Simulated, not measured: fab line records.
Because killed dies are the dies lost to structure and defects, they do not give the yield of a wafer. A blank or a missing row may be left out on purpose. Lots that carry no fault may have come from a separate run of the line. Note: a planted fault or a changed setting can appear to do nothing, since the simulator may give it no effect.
fab line records ; flow gf180mcu
[record] lots = 15; wafers = 45; last_day = 34
route steps=602 shown V2@406 V3@432 M4@456 V5@557
lots with no fault: from the same line, run without faults
start_h: the number of hours between the record's first day and the start of the first shown wafer of the lot ; wait_h: time in hours since the lot's previous step ; " the same as in the row above ; L1.1+2: a single row standing in for several wafers ; - either no value or no given start ; * or withheld: withheld ; < > ~ a bound
route shown NAME@n: a module of which the file shows steps, and the number in the route of the first ; usual: mean/standard deviation of fault-free wafers ; same: alike in all rows ; chamber/n: place in a boat ; sites: per-site readings ; _std_site: standard deviation of those values ; _edge_site: outer sites' mean less inner sites' ; radius_mm: for every site, how far away it sits from the centre of the wafer ; mask NAME#n: copy n ; behind: the tool/chamber that last shaped the wafer ; hold: why the lot went on hold/how many hours it stayed there/how the hold came to an end ; device: names the non-switching transistor (n, p or np) ; end of line: the tests these same wafers got at the end of their route ; a step without rows: its recipe alone ; killed: dies that structure and defects cost at the first sort, which is not the same as the wafer's yield ; map: the dies of a wafer, with x for killed, . for not killed, _ for no die there
set.NAME: the run value of the setting; set.NAME@STEP: its run value at that earlier step ; model.NAME: the simulator's own value behind a step, which no gauge read
one table for each step of the route and one row for each wafer, over a sample of lots
services: when a tool's chamber went out of use (start_h, in hours from the record's first day, below 0 if earlier), for how many hours, and the reason
[[steps]]
[step GF_V2_RS_MEAS_24]
[recipe] thk_meas_gauge = four-point-probe; reads = W_of_V2_CVD_23+TiN_of_V2_SPUTTER_22+Ti_of_V2_SPUTTER_21
[usual] V2_W_RS = 0.351/0.0044
lot.wafer;tool;chamber;start_h;wait_h;V2_W_RS[ohm/sq]
L353.1;film_metro-04;-;461.30;0.1;0.345
L353.2;film_metro-04;-;461.30;0.1;0.356
L353.4;film_metro-04;-;461.30;0.1;0.347
L354.2;film_metro-02;-;471.47;0.2;0.345
L354.4;film_metro-02;-;471.47;0.2;0.347
L354.6;film_metro-02;-;471.47;0.2;0.344
L355.3;film_metro-04;-;474.33;0.1;0.346
L355.5;film_metro-04;-;474.33;0.1;0.352
L355.6;film_metro-04;-;474.33;0.1;0.347
L356.2;film_metro-02;-;490.37;0.1;0.351
L356.3;film_metro-02;-;490.37;0.1;0.352
L356.6;film_metro-02;-;490.37;0.1;0.354
L359.1;film_metro-01;-;522.47;0.1;0.356
L359.2;film_metro-01;-;522.47;0.1;0.350
L359.3;film_metro-01;-;522.47;0.1;0.355
L361.4;film_metro-01;-;534.92;0.1;0.352
L361.5;film_metro-01;-;534.92;0.1;0.347
L361.6;film_metro-01;-;534.92;0.1;0.349
L362.2;film_metro-01;-;550.18;0.1;0.345
L362.3;film_metro-01;-;550.18;0.1;0.347
L362.6;film_metro-01;-;550.18;0.1;0.352
L363.2;film_metro-01;-;553.08;0.1;0.349
L363.3;film_metro-01;-;553.08;0.1;0.349
L363.6;film_metro-01;-;553.08;0.1;0.355
L367.2;film_metro-02;-;585.41;0.1;0.353
L367.4;film_metro-02;-;585.41;0.1;0.349
L367.6;film_metro-02;-;585.41;0.1;0.345
L371.1;film_metro-01;-;608.56;0.1;0.348
L371.3;film_metro-01;-;608.56;0.1;0.357
L371.6;film_metro-01;-;608.56;0.1;0.346
L372.3;film_metro-04;-;615.76;0.1;0.354
L372.4;film_metro-04;-;615.76;0.1;0.348
L372.5;film_metro-04;-;615.76;0.1;0.352
L373.2;film_metro-01;-;620.22;0.1;0.345
L373.4;film_metro-01;-;620.22;0.1;0.345
L373.5;film_metro-01;-;620.22;0.1;0.353
L374.2;film_metro-04;-;629.14;0.2;0.355
L374.5;film_metro-04;-;629.14;0.2;0.353
L374.6;film_metro-04;-;629.14;0.2;0.357
L375.1;film_metro-02;-;637.48;0.2;0.353
L375.3;film_metro-02;-;637.48;0.2;0.349
L375.4;film_metro-02;-;637.48;0.2;0.352
L376.4;film_metro-04;-;639.53;0.1;0.344
L376.5;film_metro-04;-;639.53;0.1;0.350
L376.6;film_metro-04;-;639.53;0.1;0.351
[step GF_V3_THK_MEAS_03]
[recipe] reads = SiO2_of_V3_CVD_02
[usual] V3_CVD_02_THK = 849/13
lot.wafer;tool;chamber;start_h;wait_h;V3_CVD_02_THK[nm]
L353.1;film_metro-02;-;488.11;0.0;862
L353.2;film_metro-02;-;488.11;0.0;850
L353.4;film_metro-02;-;488.11;0.0;877
L354.2;film_metro-03;-;497.62;0.0;859
L354.4;film_metro-03;-;497.62;0.0;872
L354.6;film_metro-03;-;497.62;0.0;865
L355.3;film_metro-03;-;501.34;0.1;816
L355.5;film_metro-03;-;501.34;0.1;857
L355.6;film_metro-03;-;501.34;0.1;859
L356.2;film_metro-02;-;516.03;0.0;850
L356.3;film_metro-02;-;516.03;0.0;844
L356.6;film_metro-02;-;516.03;0.0;860
L359.1;film_metro-02;-;547.28;0.0;848
L359.2;film_metro-02;-;547.28;0.0;838
L359.3;film_metro-02;-;547.28;0.0;842
L361.4;film_metro-01;-;559.27;0.1;860
L361.5;film_metro-01;-;559.27;0.1;865
L361.6;film_metro-01;-;559.27;0.1;846
L362.2;film_metro-03;-;574.05;0.0;837
L362.3;film_metro-03;-;574.05;0.0;829
L362.6;film_metro-03;-;574.05;0.0;855
L363.2;film_metro-02;-;576.84;0.0;845
L363.3;film_metro-02;-;576.84;0.0;842
L363.6;film_metro-02;-;576.84;0.0;838
L367.2;film_metro-01;-;608.40;0.0;852
L367.4;film_metro-01;-;608.40;0.0;860
L367.6;film_metro-01;-;608.40;0.0;858
L371.1;film_metro-03;-;631.35;0.1;833
L371.3;film_metro-03;-;631.35;0.1;853
L371.6;film_metro-03;-;631.35;0.1;849
L372.3;film_metro-01;-;638.10;0.1;837
L372.4;film_metro-01;-;638.10;0.1;847
L372.5;film_metro-01;-;638.10;0.1;849
L373.2;film_metro-01;-;642.21;0.2;859
L373.4;film_metro-01;-;642.21;0.2;881
L373.5;film_metro-01;-;642.21;0.2;868
L374.2;film_metro-03;-;650.69;0.0;835
L374.5;film_metro-03;-;650.69;0.0;849
L374.6;film_metro-03;-;650.69;0.0;852
L375.1;film_metro-03;-;658.62;0.0;843
L375.3;film_metro-03;-;658.62;0.0;838
L375.4;film_metro-03;-;658.62;0.0;843
L376.4;film_metro-01;-;660.90;0.0;865
L376.5;film_metro-01;-;660.90;0.0;860
L376.6;film_metro-01;-;660.90;0.0;838
[step GF_M4_SPUTTER_00]
[recipe] material = Ti; target_thk_nm = 37.5; arriving_ion_energy_ev = 80; substrate_temp_c = 200; chamber_pressure_pa = 2; power_w = 4000; time_s = 150
[usual] cathode_dc_power_W = 4000.0/0.72; chamber_pressure_pa = 2.000/0.0037; throttle_valve_pct = 29.9/0.88
lot.wafer;tool;chamber;start_h;wait_h;cathode_dc_power_W;chamber_pressure_pa;throttle_valve_pct
L353.1;pvd_sputter-03;-;513.65;0.1;3999.5;1.996;28.9
L353.2;pvd_sputter-03;-;513.65;0.1;4000.8;2.004;30.0
L353.4;pvd_sputter-03;-;513.65;0.1;4000.3;2.002;31.0
L354.2;pvd_sputter-02;-;522.25;0.2;4000.9;2.006;31.7
L354.4;pvd_sputter-02;-;522.25;0.2;4000.3;1.996;29.0
L354.6;pvd_sputter-02;-;522.25;0.2;4001.2;2.005;31.3
L355.3;pvd_sputter-02;-;526.89;0.1;4001.1;1.998;31.0
L355.5;pvd_sputter-02;-;526.89;0.1;3999.7;2.007;30.6
L355.6;pvd_sputter-02;-;526.89;0.1;3999.1;2.001;29.2
L356.2;pvd_sputter-03;-;540.42;0.1;3998.4;2.000;28.6
L356.3;pvd_sputter-03;-;540.42;0.1;3999.2;1.996;29.9
L356.6;pvd_sputter-03;-;540.42;0.1;3999.4;2.002;30.5
L359.1;pvd_sputter-02;-;571.65;0.2;4000.1;2.001;28.9
L359.2;pvd_sputter-02;-;571.65;0.2;4000.3;2.008;30.6
L359.3;pvd_sputter-02;-;571.65;0.2;4000.1;2.003;29.0
L361.4;pvd_sputter-03;-;583.54;0.2;3999.3;2.000;29.6
L361.5;pvd_sputter-03;-;583.54;0.2;3999.9;2.003;30.4
L361.6;pvd_sputter-03;-;583.54;0.2;3999.5;1.997;28.9
L362.2;pvd_sputter-03;-;596.97;0.1;3999.9;1.996;29.9
L362.3;pvd_sputter-03;-;596.97;0.1;3999.3;1.993;30.5
L362.6;pvd_sputter-03;-;596.97;0.1;3999.9;1.998;28.6
L363.2;pvd_sputter-02;-;600.09;0.1;4000.4;2.005;30.9
L363.3;pvd_sputter-02;-;600.09;0.1;4000.1;2.000;29.0
L363.6;pvd_sputter-02;-;600.09;0.1;4000.1;2.005;30.8
L367.2;pvd_sputter-03;-;631.39;0.1;4000.6;2.002;29.4
L367.4;pvd_sputter-03;-;631.39;0.1;3999.9;1.994;30.3
L367.6;pvd_sputter-03;-;631.39;0.1;3999.9;1.993;30.1
L371.1;pvd_sputter-03;-;652.78;0.2;3999.7;2.004;29.3
L371.3;pvd_sputter-03;-;652.78;0.2;3999.9;2.000;28.9
L371.6;pvd_sputter-03;-;652.78;0.2;3999.1;2.002;30.3
L372.3;pvd_sputter-02;-;660.13;0.1;3998.6;1.995;28.9
L372.4;pvd_sputter-02;-;660.13;0.1;3999.6;1.997;29.2
L372.5;pvd_sputter-02;-;660.13;0.1;4001.0;2.000;31.6
L373.2;pvd_sputter-01;-;664.09;0.1;4000.9;1.997;29.9
L373.4;pvd_sputter-01;-;664.09;0.1;3999.6;1.995;31.7
L373.5;pvd_sputter-01;-;664.09;0.1;4000.5;2.003;31.5
L374.2;pvd_sputter-02;-;671.85;0.2;3999.3;2.005;28.9
L374.5;pvd_sputter-02;-;671.85;0.2;4001.1;1.999;29.1
L374.6;pvd_sputter-02;-;671.85;0.2;3999.0;1.996;30.9
L375.1;pvd_sputter-02;-;680.14;0.1;3999.3;2.002;31.7
L375.3;pvd_sputter-02;-;680.14;0.1;3999.3;2.003;29.2
L375.4;pvd_sputter-02;-;680.14;0.1;3999.9;1.994;30.7
L376.4;pvd_sputter-02;-;682.08;0.2;4001.0;2.004;29.0
L376.5;pvd_sputter-02;-;682.08;0.2;4000.4;2.005;30.6
L376.6;pvd_sputter-02;-;682.08;0.2;3999.2;1.999;29.0
[step GF_V5_ETCH_17]
[recipe] chemistry = C4F8/O2/Ar; mask_material = KrF; target = SiO2; stop_on = TiN; source_w = 1500; bias_w = 1200; pressure_mtorr = 40; c4f8_flow_sccm = withheld; O2_flow_sccm = 6; Ar_flow_sccm = 300; time_s = withheld; target_depth_a = 8550
[usual] bias_w = 1200/3.9; chamber_pressure_mTorr = 40.00/0.033; oes_product_au = 0.851/0.0043
lot.wafer;tool;chamber;start_h;wait_h;bias_w;chamber_pressure_mTorr;oes_product_au
L353.1;rie_diel-03;2;628;-;1204;40.01;0.845
L353.2;rie_diel-03;1;628;-;1197;40.01;0.844
L353.4;rie_diel-03;0;628;-;1197;39.98;0.858
L354.2;rie_diel-04;0;635;-;1202;40.03;0.844
L354.4;rie_diel-04;3;635;-;1199;40.05;0.856
L354.6;rie_diel-04;0;635;-;1203;40.08;0.840
L355.3;rie_diel-02;0;640;-;1193;40.01;0.853
L355.5;rie_diel-02;1;640;-;1201;39.98;0.849
L355.6;rie_diel-02;0;640;-;1193;39.99;0.846
L356.2;rie_diel-03;1;652;-;1204;39.96;0.847
L356.3;rie_diel-03;2;652;-;1201;39.98;0.855
L356.6;rie_diel-03;3;652;-;1199;39.99;0.846
L359.1;rie_diel-03;0;678;-;1203;40.02;0.847
L359.2;rie_diel-03;3;678;-;1204;40.01;0.845
L359.3;rie_diel-03;2;678;-;1203;39.96;0.855
L361.4;rie_diel-03;1;688;-;-;-;-
L361.5;rie_diel-03;1;688;-;-;-;-
L361.6;rie_diel-03;0;688;-;-;-;-
L362.2;rie_diel-03;3;702;-;-;-;-
L362.3;rie_diel-03;0;702;-;-;-;-
L362.6;rie_diel-03;3;702;-;-;-;-
L363.2;rie_diel-04;1;708;-;-;-;-
L363.3;rie_diel-04;0;708;-;-;-;-
L363.6;rie_diel-04;3;708;-;-;-;-
L367.2;rie_diel-04;1;730;-;1194;39.95;0.852
L367.4;rie_diel-04;0;730;-;1201;40.01;0.854
L367.6;rie_diel-04;1;730;-;1198;39.96;0.851
L371.1;rie_diel-03;1;749;-;1199;40.00;0.851
L371.3;rie_diel-03;3;749;-;1199;39.99;0.853
L371.6;rie_diel-03;3;749;-;1193;39.99;0.850
L372.3;rie_diel-04;0;755;-;1203;39.99;0.844
L372.4;rie_diel-04;1;755;-;1200;39.99;0.852
L372.5;rie_diel-04;2;755;-;1195;40.03;0.851
L373.2;rie_diel-03;0;760;-;1198;40.04;0.852
L373.4;rie_diel-03;2;760;-;1196;39.96;0.851
L373.5;rie_diel-03;1;760;-;1202;40.02;0.846
L374.2;rie_diel-04;1;766;-;1200;40.03;0.858
L374.5;rie_diel-04;0;766;-;1207;40.02;0.848
L374.6;rie_diel-04;3;766;-;1196;40.07;0.856
L375.1;rie_diel-02;1;771;-;1192;40.06;0.855
L375.3;rie_diel-02;3;771;-;1199;39.99;0.847
L375.4;rie_diel-02;2;771;-;1202;40.00;0.845
L376.4;rie_diel-02;2;774;-;1206;39.95;0.854
L376.5;rie_diel-02;3;774;-;1200;40.03;0.863
L376.6;rie_diel-02;2;774;-;1206;40.00;0.843
[step GF_V5_STRIP_18]
[recipe] chemistry = O2/N2; power_w = 1400; pressure_mtorr = 1500; platen_temp_c = 250; o2_flow_sccm = 3000; n2_flow_sccm = 300; overash_fraction = 0.5
[usual] drypump_motor_current_A = 6.0/0.37; heater_power_w = 324/23; o2_flow_sccm = 2998/10; oes_product_au = 0.570/0.0051
lot.wafer;tool;chamber;start_h;wait_h;drypump_motor_current_A;heater_power_w;o2_flow_sccm;oes_product_au;rf_hours_counter_h
L353.1;plasma_asher-03;1;628.42;-;6.0;305;2985;0.569;54
L353.2;plasma_asher-03;0;628.42;-;5.7;308;2998;0.573;54
L353.4;plasma_asher-03;0;628.42;-;5.7;311;3000;0.563;-
L354.2;plasma_asher-04;1;635.84;-;5.9;338;3002;0.571;89
L354.4;plasma_asher-04;1;635.84;-;6.0;334;2988;0.562;-
L354.6;plasma_asher-04;0;635.84;-;6.3;341;2981;0.566;-
L355.3;plasma_asher-02;0;640.45;-;5.5;304;2997;0.569;-
L355.5;plasma_asher-02;1;640.45;-;6.6;358;2989;0.560;-
L355.6;plasma_asher-02;0;640.45;-;5.4;311;2989;0.578;-
L356.2;plasma_asher-02;0;652.24;-;5.4;310;2990;0.568;91
L356.3;plasma_asher-02;0;652.24;-;5.5;311;2986;0.568;-
L356.6;plasma_asher-02;1;652.24;-;6.6;361;2979;0.570;-
L359.1;plasma_asher-02;1;678.54;-;6.6;365;3010;0.569;94
L359.2;plasma_asher-02;0;678.54;-;5.5;315;2979;0.571;94
L359.3;plasma_asher-02;0;678.54;-;5.5;316;2996;0.569;-
L361.4;plasma_asher-04;1;688.42;-;5.9;337;3008;0.671;-
L361.5;plasma_asher-04;0;688.42;-;6.3;353;3003;0.667;-
L361.6;plasma_asher-04;1;688.42;-;5.9;338;3002;0.663;-
L362.2;plasma_asher-03;1;702.54;-;6.0;302;3011;0.673;62
L362.3;plasma_asher-03;0;702.54;-;5.7;327;3008;0.663;-
L362.6;plasma_asher-03;1;702.54;-;6.0;309;3010;0.659;-
L363.2;plasma_asher-02;0;708.39;-;5.5;299;2995;0.661;97
L363.3;plasma_asher-02;1;708.39;-;6.6;369;2971;0.672;-
L363.6;plasma_asher-02;0;708.39;-;5.5;315;2989;0.668;-
L367.2;plasma_asher-03;1;730.34;-;6.0;312;2997;0.565;64
L367.4;plasma_asher-03;0;730.34;-;5.7;313;2994;0.559;-
L367.6;plasma_asher-03;1;730.34;-;6.0;308;2983;0.566;-
L371.1;plasma_asher-02;1;749.89;-;6.6;364;2986;0.575;102
L371.3;plasma_asher-02;1;749.89;-;6.6;366;2993;0.570;-
L371.6;plasma_asher-02;0;749.89;-;5.4;317;2986;0.576;-
L372.3;plasma_asher-03;0;755.90;-;5.7;310;3003;0.571;-
L372.4;plasma_asher-03;1;755.90;-;6.0;301;2990;0.566;-
L372.5;plasma_asher-03;1;755.90;-;6.0;309;3001;0.580;-
L373.2;plasma_asher-03;1;760.19;-;6.1;311;3003;0.574;68
L373.4;plasma_asher-03;0;760.19;-;5.8;307;2994;0.562;-
L373.5;plasma_asher-03;0;760.19;-;5.7;311;2995;0.573;-
L374.2;plasma_asher-02;0;766.89;-;5.5;313;2990;0.569;104
L374.5;plasma_asher-02;1;766.89;-;6.6;377;3005;0.559;-
L374.6;plasma_asher-02;0;766.89;-;5.5;302;2998;0.569;-
L375.1;plasma_asher-02;0;771.99;-;5.4;308;3004;0.568;105
L375.3;plasma_asher-02;0;771.99;-;5.4;310;2983;0.575;-
L375.4;plasma_asher-02;1;771.99;-;6.6;351;3003;0.581;-
L376.4;plasma_asher-03;0;774.17;-;5.7;313;3010;0.562;-
L376.5;plasma_asher-03;1;774.17;-;6.0;304;3002;0.567;-
L376.6;plasma_asher-03;0;774.17;-;5.7;315;2999;0.573;-
[[services]]
tool;chamber;start_h;hours;kind
rie_diel-02;1;505.82;12.8;repair
rie_diel-03;3;529.27;9.5;repair
pvd_sputter-01;-;540.59;1.0;repair
rie_diel-02;3;547.86;3.8;repair
pvd_sputter-02;0;564.07;-;consumable_replace:kit
pvd_sputter-02;0;564.07;18.0;scheduled_down
pvd_sputter-02;0;564.07;18.0;vent_cycle
rie_diel-03;2;578.77;13.0;repair
pvd_sputter-02;-;582.03;9.0;repair
rie_diel-04;0;603.08;8.2;repair
plasma_asher-04;-;614.19;14.6;pm
plasma_asher-02;-;634.29;4.3;pm
pvd_sputter-03;-;644.69;2.2;repair
rie_diel-03;-;655.83;1.2;repair
rie_diel-03;0;659.62;5.5;repair
plasma_asher-02;-;680.62;3.0;repair
pvd_sputter-02;3;695.92;-;consumable_replace:kit
rie_diel-03;1;701.16;11.3;repair
pvd_sputter-03;-;724.17;4.3;repair
plasma_asher-02;-;736.15;2.8;pm
rie_diel-02;0;754.86;5.9;repair
rie_diel-02;-;755.14;2.6;repair
pvd_sputter-02;-;770.04;1.9;repair
rie_diel-03;-;773.07;2.8;pm
[[key]]
[first_sign] step = GF_V5_ETCH_17; reading = tool_record; direction = missing
[effect] step = GF_V5_STRIP_18; reading = oes_product_au; direction = up; sigmas = 19; usual = 0.570; struck = 0.666
met_at GF_V5_ETCH_17
struck_lots L361,L362,L363
later_rows_left_out L361.4,L361.5,L361.6,L362.2,L362.3,L362.6,L363.2,L363.3,L363.6
sort_left_out L361.4,L361.5,L361.6,L362.2,L362.3,L362.6,L363.2,L363.3,L363.6
not_acting_at GF_V2_RS_MEAS_24,GF_V3_THK_MEAS_03,GF_M4_SPUTTER_00
onset_between 678 688
[fault] kind = skipped_step_whole; tool = rie_diel-03,rie_diel-04; chamber = -; onset_h = 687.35; steps = GF_V5_ETCH_17; scope = struck_lots_only
// sort_left_out: the simulated sort isn't trusted on such a fault, so these wafers' sort isn't shown, and their yield isn't known
// later_rows_left_out: the simulator's readings of these wafers behind a module that went badly wrong aren't trusted and aren't shown, but for the sort
